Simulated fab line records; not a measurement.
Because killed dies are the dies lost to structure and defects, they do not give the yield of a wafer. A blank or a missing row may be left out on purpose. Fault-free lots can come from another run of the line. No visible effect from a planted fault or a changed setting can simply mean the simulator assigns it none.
Matching of chambers ; flow gf180mcu ; GF_V1_CMP_26 on cmp-01: 4 sister chambers
The step polishes, stops on SiO2, t overpolish 15 s, target thk 0 nm. 8 wafers are shown with their chamber, then 8 later ones without.

## WAFERS, EACH WITH ITS CHAMBER
wafer;chamber;time to endpoint s (s);motor current A (A)
L627.5;2;82;11.6
L627.6;3;81;11.9
L626.3;1;89;11.7
L626.6;1;90;11.5
L629.2;0;80;10.4
L629.4;2;82;10.9
L629.6;0;80;10.3
L632.2;3;81;12.0

## WAFERS WITH NO CHAMBER GIVEN
wafer;time to endpoint s (s);motor current A (A)
L632.3;83;11.0
L632.6;83;11.7
L634.1;83;11.7
L634.4;81;11.6
L634.5;81;11.0
L642.1;79;11.3
L642.2;78;11.4
L642.3;85;11.8

## THE CHAMBER EACH PASSED THROUGH
wafer;from the rows above;in truth
L632.3;2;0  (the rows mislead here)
L632.6;2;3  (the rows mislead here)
L634.1;2;2
L634.4;can't be placed: 3 or 2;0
L634.5;can't be placed: 2 or 3 or 0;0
L642.1;can't be placed: 0 or 3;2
L642.2;can't be placed: 0 or 3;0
L642.3;2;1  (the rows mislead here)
Placed correctly: 1 of 8. These rows do not allow placing 4 (true chamber among the candidates in 2). 3 placed wrongly.
How it was worked out, from the rows above alone: a wafer's distance from a chamber is the root of the sum, over the readings, of the square of ((its reading less the chamber's mean) divided by the reading's scatter). The wafer belongs to the nearest chamber; if the next one is less than 2 further off, it can't be placed. For every chamber, the mean is computed from those of its wafers that are shown. The scatter: the root of (the sum of the squares of (reading less its chamber's mean) over the shown wafers, divided by (wafers less chambers)).
